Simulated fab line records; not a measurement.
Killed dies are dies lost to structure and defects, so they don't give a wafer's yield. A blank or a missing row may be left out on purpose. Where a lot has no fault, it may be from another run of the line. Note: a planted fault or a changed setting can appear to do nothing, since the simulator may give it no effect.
Which tool did it? + flow sky130 + 11 lots, 33 wafers sampled, at 5 steps of a route of 708

== WHAT EACH GAUGE READ, for each wafer ==
SKY_VIA2_CD_MEAS_12: the cd target is 200 nm.
| lot  | measured     | on        | cd_nm (nm)        |
|------|--------------|-----------|-------------------|
| L664 | day 36 22:26 | cd_sem-02 | 200.5 199.5 200.1 |
| L665 | day 37 04:07 | cd_sem-02 | 200.9 200.6 200.1 |
| L666 | day 37 18:41 | cd_sem-02 | 202.8 201.4 202.4 |
| L668 | day 38 01:31 | cd_sem-02 | 200.5 201.8 202.5 |
| L669 | day 38 08:23 | cd_sem-02 | 200.4 200.2 199.4 |
| L671 | day 39 01:13 | cd_sem-01 | 199.2 199.5 199.3 |
| L672 | day 39 08:46 | cd_sem-01 | 199.3 200.4 198.8 |
| L674 | day 40 04:47 | cd_sem-01 | 198.7 197.6 199.2 |
| L676 | day 40 17:16 | cd_sem-02 | 197.7 199.0 199.0 |
| L679 | day 41 11:03 | cd_sem-01 | 200.8 200.2 198.8 |
| L685 | day 43 01:43 | cd_sem-01 | 202.2 200.9 202.0 |

== TOOL THAT RAN EACH LOT (tool first, then ch and the chambers of the sampled wafers, then the start) ==
| lot  | SKY_METAL2_SPUTTER_00        | SKY_METAL2_SPUTTER_03        | SKY_METAL2_METAL_ETCH_19          | SKY_METAL2_STRIP_20                  |
|------|------------------------------|------------------------------|-----------------------------------|--------------------------------------|
| L664 | pvd_sputter-02, day 34 15:23 | pvd_sputter-02, day 34 15:27 | rie_metal-02 ch 0,1, day 35 18:19 | plasma_asher-02 ch 0,1, day 35 18:24 |
| L665 | pvd_sputter-01, day 34 21:17 | pvd_sputter-01, day 34 21:22 | rie_metal-02 ch 0,1, day 36 00:44 | plasma_asher-04 ch 0,1, day 36 00:50 |
| L666 | pvd_sputter-01, day 35 12:51 | pvd_sputter-01, day 35 12:55 | rie_metal-02 ch 1, day 36 15:11   | plasma_asher-02 ch 0,1, day 36 15:22 |
| L668 | pvd_sputter-02, day 35 19:20 | pvd_sputter-02, day 35 19:24 | rie_metal-03 ch 0,1, day 36 22:20 | plasma_asher-03 ch 0,1, day 36 22:26 |
| L669 | pvd_sputter-01, day 36 03:17 | pvd_sputter-01, day 36 03:22 | rie_metal-03 ch 0,1, day 37 05:55 | plasma_asher-04 ch 0,1, day 37 06:00 |
| L671 | pvd_sputter-01, day 36 20:25 | pvd_sputter-01, day 36 20:29 | rie_metal-04 ch 0,1, day 37 22:26 | plasma_asher-03 ch 1, day 37 22:32   |
| L672 | pvd_sputter-02, day 37 03:50 | pvd_sputter-02, day 37 03:54 | rie_metal-02 ch 0,1, day 38 05:53 | plasma_asher-02 ch 0,1, day 38 05:59 |
| L674 | pvd_sputter-03, day 38 00:03 | pvd_sputter-03, day 38 00:07 | rie_metal-04 ch 0, day 39 02:17   | plasma_asher-04 ch 1, day 39 02:23   |
| L676 | pvd_sputter-02, day 38 13:45 | pvd_sputter-02, day 38 13:49 | rie_metal-02 ch 0,1, day 39 14:43 | plasma_asher-03 ch 0,1, day 39 14:48 |
| L679 | pvd_sputter-02, day 39 08:38 | pvd_sputter-02, day 39 08:43 | rie_metal-02 ch 0,1, day 40 09:20 | plasma_asher-02 ch 0,1, day 40 09:26 |
| L685 | pvd_sputter-02, day 41 00:44 | pvd_sputter-02, day 41 00:49 | rie_metal-04 ch 0,1, day 42 00:40 | plasma_asher-04 ch 0,1, day 42 00:46 |
- SKY_METAL2_SPUTTER_00: material Ti, target thk 15 nm, time 10 s.
- SKY_METAL2_SPUTTER_03: material Ti, target thk 5 nm, time 3.3 s.
- SKY_METAL2_METAL_ETCH_19: etches the open film in Cl2/BCl3, stops on SiO2, target depth 360 nm, time 78 s.
- SKY_METAL2_STRIP_20: strips in O2/N2.

== AS READ BY THE TOOLS THEMSELVES (means over the sampled wafers that have a number; for cases with no such wafer, the mark the record gives instead) ==
SKY_METAL2_SPUTTER_00.
| lot  | tool           | chamber_pressure_pa (Pa) | throttle_valve_pct (%) |
|------|----------------|--------------------------|------------------------|
| L664 | pvd_sputter-02 | 0.3999                   | 30.2                   |
| L665 | pvd_sputter-01 | 0.4003                   | 29.8                   |
| L666 | pvd_sputter-01 | 0.4001                   | 30.2                   |
| L668 | pvd_sputter-02 | 0.4000                   | 29.3                   |
| L669 | pvd_sputter-01 | 0.3997                   | 29.9                   |
| L671 | pvd_sputter-01 | 0.4007                   | 30.1                   |
| L672 | pvd_sputter-02 | 0.4000                   | 30.3                   |
| L674 | pvd_sputter-03 | 0.4005                   | 29.6                   |
| L676 | pvd_sputter-02 | 0.3991                   | 29.6                   |
| L679 | pvd_sputter-02 | 0.4008                   | 29.4                   |
| L685 | pvd_sputter-02 | 0.3992                   | 29.6                   |

SKY_METAL2_SPUTTER_03.
| lot  | tool           | chamber_pressure_pa (Pa) | throttle_valve_pct (%) |
|------|----------------|--------------------------|------------------------|
| L664 | pvd_sputter-02 | 0.4001                   | 30.3                   |
| L665 | pvd_sputter-01 | 0.4002                   | 29.7                   |
| L666 | pvd_sputter-01 | 0.3999                   | 30.1                   |
| L668 | pvd_sputter-02 | 0.3997                   | 29.5                   |
| L669 | pvd_sputter-01 | 0.3997                   | 29.8                   |
| L671 | pvd_sputter-01 | 0.3993                   | 30.2                   |
| L672 | pvd_sputter-02 | 0.4005                   | 30.2                   |
| L674 | pvd_sputter-03 | 0.3999                   | 29.5                   |
| L676 | pvd_sputter-02 | 0.4002                   | 29.4                   |
| L679 | pvd_sputter-02 | 0.3991                   | 29.6                   |
| L685 | pvd_sputter-02 | 0.3996                   | 29.5                   |

SKY_METAL2_METAL_ETCH_19.
| lot  | tool         | drypump_motor_current_A (A) | oes_product_au (a.u.) | run_length_s (s) | throttle_valve_pct (%) |
|------|--------------|-----------------------------|-----------------------|------------------|------------------------|
| L664 | rie_metal-02 | 5.46                        | 0.858                 | 106.9            | 22.259                 |
| L665 | rie_metal-02 | 5.46                        | 0.859                 | 106.2            | 22.260                 |
| L666 | rie_metal-02 | 5.62                        | 0.851                 | 106.2            | 22.266                 |
| L668 | rie_metal-03 | 5.89                        | 0.866                 | 107.1            | 22.259                 |
| L669 | rie_metal-03 | 5.92                        | 0.853                 | 106.7            | 22.277                 |
| L671 | rie_metal-04 | 5.55                        | 0.857                 | 106.1            | 22.258                 |
| L672 | rie_metal-02 | 5.31                        | 0.858                 | 106.3            | 22.258                 |
| L674 | rie_metal-04 | 5.74                        | 0.858                 | 105.8            | 22.267                 |
| L676 | rie_metal-02 | 5.46                        | 0.905                 | 102.6            | 22.268                 |
| L679 | rie_metal-02 | 5.46                        | 0.901                 | 103.0            | 22.261                 |
| L685 | rie_metal-04 | 5.54                        | 0.857                 | 106.0            | 22.261                 |

SKY_METAL2_STRIP_20.
| lot  | tool            | drypump_motor_current_A (A) | oes_product_au (a.u.) | strip_time_to_endpoint_s (s) |
|------|-----------------|-----------------------------|-----------------------|------------------------------|
| L664 | plasma_asher-02 | 5.9                         | 0.339                 | 2.71                         |
| L665 | plasma_asher-04 | 5.2                         | 0.343                 | 2.66                         |
| L666 | plasma_asher-02 | 5.9                         | 0.346                 | 2.73                         |
| L668 | plasma_asher-03 | 5.8                         | 0.340                 | 2.71                         |
| L669 | plasma_asher-04 | 5.5                         | 0.344                 | 2.66                         |
| L671 | plasma_asher-03 | 5.6                         | 0.342                 | 2.71                         |
| L672 | plasma_asher-02 | 5.9                         | 0.343                 | 2.68                         |
| L674 | plasma_asher-04 | 5.9                         | 0.346                 | 2.82                         |
| L676 | plasma_asher-03 | 5.8                         | 0.351                 | 2.82                         |
| L679 | plasma_asher-02 | 5.9                         | 0.351                 | 2.85                         |
| L685 | plasma_asher-04 | 5.2                         | 0.340                 | 2.71                         |

== THE ANSWER, worked out from the rows above alone ==
Rule: what is usual is taken from the lots themselves. Put in order of their means at a reading, lots are off if they are a third of the lots or fewer, leave a main group of 4 or more, and stand apart from it by a gap of 3 or more times the standard deviation of the main group's means; of several such gaps the widest counts. A main group is skipped when, at the precision printed for the reading in the tables above, its means are all equal. A lot without any number at a reading at which 4 lots or more have one is off too. Any other lot the step has rows for is counted as sound. The gauges are gone through in route order, then the tools' own readings, and for those a lot's mean is taken as printed above. The first step at which some lot is off is used, and at that step the reading that is off furthest; a lot without a number counts as furthest.
Off: L676, L679, at SKY_METAL2_METAL_ETCH_19 (oes_product_au). The main group has a mean of 0.857 a.u. with a standard deviation of 0.0039.
If a tool, at that step or one of the process steps before it, ran each lot that is off and ran no sound lot following the first of them, it fits. One candidate fits, namely rie_metal-02 at SKY_METAL2_METAL_ETCH_19. Its last sound lot is L672 (day 38 05:53), its first lot that is off L676 (day 39 14:43): a fault that began between those two fits.
The tool's own readings at SKY_METAL2_METAL_ETCH_19 bear it out: on the lots that are off they differ by more than 5 times the standard deviation of the sound lots' means. oes_product_au reads 0.903 a.u. there against 0.857 a.u. on the sound lots; run_length_s reads 102.8 s there against 106.4 s on the sound lots.

== WHAT THE SIMULATOR HAD INSERTED ==
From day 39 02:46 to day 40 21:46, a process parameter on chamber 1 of rie_metal-02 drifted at SKY_METAL2_METAL_ETCH_19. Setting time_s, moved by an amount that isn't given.
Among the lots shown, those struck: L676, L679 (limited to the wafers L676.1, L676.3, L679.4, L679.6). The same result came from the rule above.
